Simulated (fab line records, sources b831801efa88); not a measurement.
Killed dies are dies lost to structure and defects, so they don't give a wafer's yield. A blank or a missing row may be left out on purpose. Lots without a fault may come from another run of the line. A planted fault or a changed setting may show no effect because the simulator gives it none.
Which tool did it? | flow sky130 | 6 lots, 17 wafers sampled, at 1 step of a route of 708

WHAT THE GAUGES READ, wafer by wafer
SKY_FIELD_ISO_THK_MEAS_04.
lot  | measured    | on            | FIELD_ISO_CVD_03_THK (nm)
L616 | day 1 20:43 | film_metro-03 | 164.9 167.1 166.0
L620 | day 2 15:35 | film_metro-03 | 167.6 167.5 168.0
L622 | day 3 01:30 | film_metro-02 | 164.1 163.1 164.5
L625 | day 3 16:44 | film_metro-03 | 166.1 166.2 166.9
L628 | day 4 06:29 | film_metro-02 | 165.0 164.8 165.4
L635 | day 5 17:59 | film_metro-01 | 165.0 168.1

WHICH TOOL RAN EACH LOT (tool, then ch and the chambers of the sampled wafers, then the start)
The record holds no process step before these readings.

THE ANSWER, worked out from the rows above alone
Rule: what is usual is taken from the lots themselves. Put in order of their means at a reading, lots are off if they are a third of the lots or fewer, leave a main group of 4 or more, and stand apart from it by a gap of 3 or more times the standard deviation of the main group's means; of several such gaps the widest counts. A main group whose means are all the same, to the digits that the tables above print for the reading, isn't used. A lot without any number at a reading at which 4 lots or more have one is off too. The other lots that the step has rows for count as sound.
No lot is off at any reading shown: from this, nothing can be told.

WHAT THE SIMULATOR HAD PUT IN
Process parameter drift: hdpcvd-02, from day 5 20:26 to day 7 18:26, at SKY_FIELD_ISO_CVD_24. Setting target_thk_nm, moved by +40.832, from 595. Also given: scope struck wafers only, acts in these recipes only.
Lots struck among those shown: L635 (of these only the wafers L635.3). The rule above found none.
